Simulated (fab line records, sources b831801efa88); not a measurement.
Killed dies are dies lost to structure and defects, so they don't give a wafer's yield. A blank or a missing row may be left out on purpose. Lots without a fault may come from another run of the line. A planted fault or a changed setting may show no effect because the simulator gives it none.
Which tool did it? | flow sky130 | 11 lots, 33 wafers sampled, at 5 steps of a route of 708

WHAT THE GAUGES READ, wafer by wafer
SKY_PWDE_OVL_MEAS_07. Usual: PWDE_OVL 0.2 nm, standard deviation 1.5.
lot  | measured    | on         | PWDE_OVL (nm) | flag
L636 | day 3 23:19 | overlay-01 | 0.8 1.2 0.4   |
L638 | day 4 13:21 | overlay-02 | 1.6 1.0 1.0   |
L642 | day 5 05:41 | overlay-02 | -1.6 1.8 0.9  |
L644 | day 5 12:50 | overlay-01 | 0.9 2.0 2.7   |
L645 | day 5 23:43 | overlay-01 | 0.3 0.4 -2.3  |
L646 | day 6 07:23 | overlay-01 | - - -         | OFF
L647 | day 6 12:16 | overlay-01 | 0.6 1.1 1.5   |
L653 | day 7 19:17 | overlay-02 | 3.3 0.2 1.8   |
L657 | day 9 04:16 | overlay-02 | 0.9 1.3 0.4   |
L659 | day 9 14:55 | overlay-02 | -1.0 1.2 -1.8 |
L658 | day 9 15:22 | overlay-01 | 0.7 1.6 -0.8  |

SKY_PWDE_TW_MEAS_10. Usual: PWDE_TW 376.1, standard deviation 2.2.
lot  | measured    | on            | PWDE_TW           | flag
L636 | day 3 23:36 | film_metro-04 | 376.7 374.6 378.0 |
L638 | day 4 13:38 | film_metro-02 | 375.0 375.9 373.5 |
L642 | day 5 05:58 | film_metro-04 | 375.3 377.2 377.8 |
L644 | day 5 13:07 | film_metro-02 | 375.0 375.6 376.2 |
L645 | day 6 00:01 | film_metro-01 | 372.7 374.6 374.4 |
L646 | day 6 07:40 | film_metro-01 | 30.1 30.1 30.2    | OFF
L647 | day 6 12:34 | film_metro-04 | 378.6 379.1 380.9 |
L653 | day 7 19:35 | film_metro-02 | 375.1 374.8 374.7 |
L657 | day 9 04:34 | film_metro-04 | 376.9 378.2 377.9 |
L659 | day 9 15:13 | film_metro-04 | 379.5 379.6 377.7 |
L658 | day 9 15:39 | film_metro-04 | 380.2 380.0 377.6 |

SKY_VT_ADJUST_HVTP_OVL_MEAS_08. Usual: VT_ADJUST_HVTP_OVL -0.7 nm, standard deviation 1.3.
lot  | measured     | on         | VT_ADJUST_HVTP_OVL (nm) | flag
L636 | day 6 05:55  | overlay-01 | -2.2 -4.0 -1.7          |
L638 | day 6 20:47  | overlay-01 | -0.5 0.3 -1.0           |
L642 | day 7 14:36  | overlay-01 | 1.4 1.6 0.2             |
L644 | day 7 22:18  | overlay-01 | -2.0 -2.8 -0.8          |
L645 | day 8 08:44  | overlay-02 | -0.7 0.0 -2.4           |
L646 | day 8 17:32  | overlay-01 | -0.4 -0.3 -2.0          |
L647 | day 8 23:13  | overlay-01 | 2.2 0.8 2.8             |
L653 | day 10 10:26 | overlay-02 | -2.7 -0.9 -2.2          |
L657 | day 12 01:08 | overlay-01 | 0.6 0.7 0.7             |
L659 | day 12 13:35 | overlay-02 | -2.0 -0.3 1.1           |
L658 | day 12 13:53 | overlay-01 | 0.5 1.1 2.0             |

SKY_VT_ADJUST_LVTN_TW_MEAS_10. Usual: VT_ADJUST_LVTN_TW 243.4, standard deviation 1.2.
lot  | measured     | on            | VT_ADJUST_LVTN_TW | flag
L636 | day 7 01:24  | film_metro-01 | 243.1 242.9 242.4 |
L638 | day 7 15:28  | film_metro-01 | 243.3 243.7 243.6 |
L642 | day 8 10:13  | film_metro-04 | 242.8 242.6 243.0 |
L644 | day 8 18:56  | film_metro-03 | 242.7 242.1 241.4 |
L645 | day 9 05:42  | film_metro-04 | 245.1 245.2 244.6 |
L646 | day 9 14:43  | film_metro-04 | 244.7 244.5 243.3 |
L647 | day 9 20:20  | film_metro-04 | 244.5 244.4 243.9 |
L653 | day 11 09:02 | film_metro-01 | 241.4 241.2 241.2 |
L657 | day 13 02:26 | film_metro-01 | 244.4 243.7 244.3 |
L659 | day 13 14:49 | film_metro-01 | 243.4 244.3 243.4 |
L658 | day 13 15:10 | film_metro-03 | 242.7 241.7 242.2 |

WHICH TOOL RAN EACH LOT (tool, then ch and the chambers of the sampled wafers, then the start)
lot  | SKY_PWDE_EXPOSE_04
L636 | iline_stepper-02 ch 0, day 3 15:34
L638 | iline_stepper-02 ch 0, day 4 04:59
L642 | iline_stepper-01 ch 0, day 4 22:04
L644 | iline_stepper-01 ch 0, day 5 04:34
L645 | iline_stepper-02 ch 0, day 5 14:59
L646 | iline_stepper-01 ch 0, day 5 22:37
L647 | iline_stepper-01 ch 0, day 6 02:40
L653 | iline_stepper-01 ch 0, day 7 09:46
L657 | iline_stepper-01 ch 0, day 8 18:25
L659 | iline_stepper-02 ch 0, day 9 04:04
L658 | iline_stepper-01 ch 0, day 9 05:05
- SKY_PWDE_EXPOSE_04: exposes mask PWDEM, target cd 840 nm.

WHAT THE TOOLS THEMSELVES READ (means of the sampled wafers that have a number; where no wafer has one, the mark that the record gives instead)
SKY_PWDE_EXPOSE_04. Usual: reticle_temp_C 22.98 C, standard deviation 0.1.
lot  | tool             | reticle_temp_C (C) | flag
L636 | iline_stepper-02 | 23.03              |
L638 | iline_stepper-02 | 22.98              |
L642 | iline_stepper-01 | 22.87              |
L644 | iline_stepper-01 | 22.99              |
L645 | iline_stepper-02 | 22.99              |
L646 | iline_stepper-01 | 22.94              |
L647 | iline_stepper-01 | 22.99              |
L653 | iline_stepper-01 | 23.03              |
L657 | iline_stepper-01 | 23.12              |
L659 | iline_stepper-02 | 23.04              |
L658 | iline_stepper-01 | 22.99              |

THE ANSWER, worked out from the rows above alone
Rule: a lot is off if the mean of its wafers that have a number lies more than 3 standard deviations from the usual mean. A lot without any number at a reading at which 4 lots or more have one is off too. The other lots that the step has rows for count as sound. The gauges are gone through in route order, then the tools' own readings, and for those a lot's mean is taken as printed above. The first step at which some lot is off is used, and at that step the reading that is off furthest; a lot without a number counts as furthest.
Off: L646, at SKY_PWDE_OVL_MEAS_07 (PWDE_OVL). Without a number there: L646.
A tool fits if, at a process step before that reading, it ran every lot that is off, and no sound lot after the first of them. The gauges at SKY_PWDE_OVL_MEAS_07 aren't tried: what is off there is off at SKY_PWDE_TW_MEAS_10 too, on other tools, and a gauge's error can't cause that. None of those tried fits.

WHAT THE SIMULATOR HAD PUT IN
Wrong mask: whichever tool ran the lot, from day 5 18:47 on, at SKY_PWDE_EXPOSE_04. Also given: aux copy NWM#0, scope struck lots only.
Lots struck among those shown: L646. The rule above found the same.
